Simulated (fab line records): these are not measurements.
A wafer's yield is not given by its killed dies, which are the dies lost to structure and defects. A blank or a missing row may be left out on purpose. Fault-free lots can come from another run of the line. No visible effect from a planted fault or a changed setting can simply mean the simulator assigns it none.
Comparing a struck lot with a sound one :: flow sfq-line :: 37 steps out of a route of 325
Sound: the wafers L380.2, L380.5, L380.6. Struck: wafer L387.1. (L387.5 of the same lot was not struck and is left out.) The cause comes at the end.
Order at every step that has rows: each side's tool, ch and its chambers, its first start. Under that, the readings that differ: sound wafers :: struck wafers :: difference of the means :: sigmas: that difference in standard deviations of wafers without a fault.
alike: readings with means less than 2 such deviations apart, plus words and numbers identical on both sides. not compared: withheld readings, readings lacking a value on some wafer, bounds such as >300 that could conceal the same value, and numbers that have no deviation in the record and whose values overlap.
Wherever a step has rows on one side only, a row that says differs or no value, or a row with sigmas, the two part there. Numbers that have no deviation but don't overlap get no sigmas and don't part them. A reading that every wafer of one side lacks parts them only if that side has two wafers or more.

SFQ_R5_THK_MEAS_934: measures by xrf.
  sound: film-metro-02 at day 54 00:25; struck: film-metro-02 at day 61 12:28
reading: R5_MONX_THK (nm)
sound: 39.9 39.9 39.8
struck: 41.4
difference: +1.5
sigmas: +3
then, 6 steps without rows for these wafers: SFQ_TRILAYER_R5_LITHO_COAT_141 (resist thk 62 nm); SFQ_TRILAYER_R5_LITHO_COAT_136 (resist thk 600 nm); SFQ_TRILAYER_R5_LITHO_SOFTBAKE_140; SFQ_TRILAYER_R5_LITHO_EXPOSE_137 (exposes mask R5, target cd 500 nm); SFQ_TRILAYER_R5_LITHO_PEB_139 (peb time 60 s); SFQ_TRILAYER_R5_LITHO_DEVELOP_138 (time 60 s).
SFQ_R5_OVL_MEAS_935:
  sound: overlay-02 at day 59 01:08; struck: overlay-02 at day 61 14:47
  alike: R5_OVL
then, 2 steps without rows for these wafers: SFQ_TRILAYER_R5_BARC_OPEN_METAL_ETCH_177 (etches BARC in O2, target depth 125 nm, time 41.7 s); SFQ_TRILAYER_R5_ETCH_METAL_ETCH_139 (etches the open film in Cl2, stops on SiO2, target depth 60 nm, time 40 s).
SFQ_TRILAYER_R5_STRIP_STRIP_140: strips in O2.
  sound on rie-metal-01 ch 0, day 59 01:36; struck on rie-metal-03 ch 1, day 61 14:56
reading: drypump-motor-current-A (A)
sound: 5.6 5.6 5.6
struck: 6.6
difference: +1.0
sigmas: +2

reading: rf-hours-counter-h (h)
sound: - - -
struck: 124
difference: no value on the sound wafers
sigmas: 
  alike: oes-product-au
then, 1 step without rows for these wafers: SFQ_TRILAYER_R5_STRIP_SOLV_CLEAN_141 (cleans in NMP, time 600 s).
SFQ_TRILAYER_A5C_DEP_PECVD_142: deposits SiO2 from SiH4/N2O, time 15.556 s, target thk 70 nm.
  sound on pecvd-02 ch 1,2, day 59 02:46; struck on pecvd-02 ch 0, day 61 15:43
reading: heater-power-w (W)
sound: 106 107 83
struck: 65
difference: -34
sigmas: -2

reading: model.SiO2_of_TRILAYER_A5C_DEP_PECVD_142.thk-nm (nm)
sound: 69.51 70.22 70.64
struck: 65.53
difference: -4.59
sigmas: 
  alike: showerhead-vpp-V, throttle-valve-pct
then, 6 steps without rows for these wafers: SFQ_TRILAYER_I5_LITHO_COAT_149 (resist thk 62 nm); SFQ_TRILAYER_I5_LITHO_COAT_144 (resist thk 650 nm); SFQ_TRILAYER_I5_LITHO_SOFTBAKE_148; SFQ_TRILAYER_I5_LITHO_EXPOSE_145 (exposes mask I5, target cd 700 nm); SFQ_TRILAYER_I5_LITHO_PEB_147 (peb time 60 s); SFQ_TRILAYER_I5_LITHO_DEVELOP_146 (time 60 s).
-- the record jumps here: 5 days lie between the struck wafers' starts before and after --
SFQ_I5_OVL_MEAS_936:
  sound: overlay-01 at day 64 03:59; struck: overlay-01 at day 66 08:33
  alike: I5_OVL
then, 1 step without rows for these wafers: SFQ_TRILAYER_I5_BARC_OPEN_VIA_ETCH_200 (etches BARC in O2, target depth 125 nm, time 41.7 s).
SFQ_TRILAYER_I5_ETCH_VIA_ETCH_147: etches the open film in CHF3, stops on Nb, target depth 360 nm.
  sound on rie-diel-01 ch 0,1, day 64 04:03; struck on rie-diel-01 ch 0, day 66 08:38
  alike: drypump-motor-current-A, oes-product-au
then, 8 steps without rows for these wafers: SFQ_TRILAYER_I5_STRIP_STRIP_148 (strips in O2); SFQ_TRILAYER_I5_STRIP_SOLV_CLEAN_149 (cleans in NMP, time 600 s); SFQ_TRILAYER_C5_LITHO_COAT_156 (resist thk 62 nm); SFQ_TRILAYER_C5_LITHO_COAT_151 (resist thk 650 nm); SFQ_TRILAYER_C5_LITHO_SOFTBAKE_155; SFQ_TRILAYER_C5_LITHO_EXPOSE_152 (exposes mask C5, target cd 500 nm); SFQ_TRILAYER_C5_LITHO_PEB_154 (peb time 60 s); SFQ_TRILAYER_C5_LITHO_DEVELOP_153 (time 60 s).
SFQ_C5_OVL_MEAS_937:
  sound: overlay-02 at day 64 07:14; struck: overlay-02 at day 66 13:37
  alike: C5_OVL
SFQ_TRILAYER_C5_BARC_OPEN_VIA_ETCH_210: etches BARC in O2, target depth 125 nm, time 41.7 s.
  sound on rie-diel-03 ch 0,1, day 64 07:16; struck on rie-diel-03 ch 2, day 66 13:39
  alike: drypump-motor-current-A, oes-product-au
  not compared: rf-hours-counter-h
SFQ_TRILAYER_C5_ETCH_VIA_ETCH_154: etches SiO2 in CHF3, stops on Nb, target depth 84 nm.
  sound on rie-diel-03 ch 0,1, day 64 07:18; struck on rie-diel-03 ch 2, day 66 13:41
reading: oes-product-au (a.u.)
sound: 0.891 0.898 0.898
struck: 0.866
difference: -0.030
sigmas: -4

reading: model.etch.depth-nm (nm)
sound: 69.51 70.22 70.64
struck: 65.53
difference: -4.59
sigmas: 

reading: model.C5.feature-depth-nm (nm)
sound: 69.51 70.22 70.64
struck: 65.53
difference: -4.59
sigmas: 
  alike: drypump-motor-current-A
SFQ_TRILAYER_C5_STRIP_STRIP_155: strips in O2.
  sound on rie-metal-04 ch 0,1, day 64 07:21; struck on rie-metal-04 ch 0, day 66 13:44
  alike: drypump-motor-current-A, oes-product-au
  not compared: rf-hours-counter-h
then, 1 step without rows for these wafers: SFQ_TRILAYER_C5_STRIP_SOLV_CLEAN_156 (cleans in NMP, time 600 s).
SFQ_TRILAYER_M6_DEP_PRE_CLEAN_158: time 22.5 s.
  sound: pvd-sputter-06 at day 64 08:08; struck: pvd-sputter-06 at day 66 14:31
reading: model.SiO2_of_TRILAYER_A5C_DEP_PECVD_142.thk-nm (nm)
sound: 62.01 62.72 63.14
struck: 58.03
difference: -4.59
sigmas: 
SFQ_TRILAYER_M6_DEP_SPUTTER_157: material Nb, target thk 200 nm, time 133.3 s.
  sound: pvd-sputter-06 at day 64 08:10; struck: pvd-sputter-06 at day 66 14:33
  alike: throttle-valve-pct

WHERE THEY PART
At SFQ_R5_THK_MEAS_934 first; at SFQ_TRILAYER_C5_ETCH_VIA_ETCH_154 last (within this record only). Later steps at which nothing parts them and some readings are alike: SFQ_TRILAYER_C5_STRIP_STRIP_155, SFQ_TRILAYER_M6_DEP_SPUTTER_157.

WHY: the cause the simulator had injected
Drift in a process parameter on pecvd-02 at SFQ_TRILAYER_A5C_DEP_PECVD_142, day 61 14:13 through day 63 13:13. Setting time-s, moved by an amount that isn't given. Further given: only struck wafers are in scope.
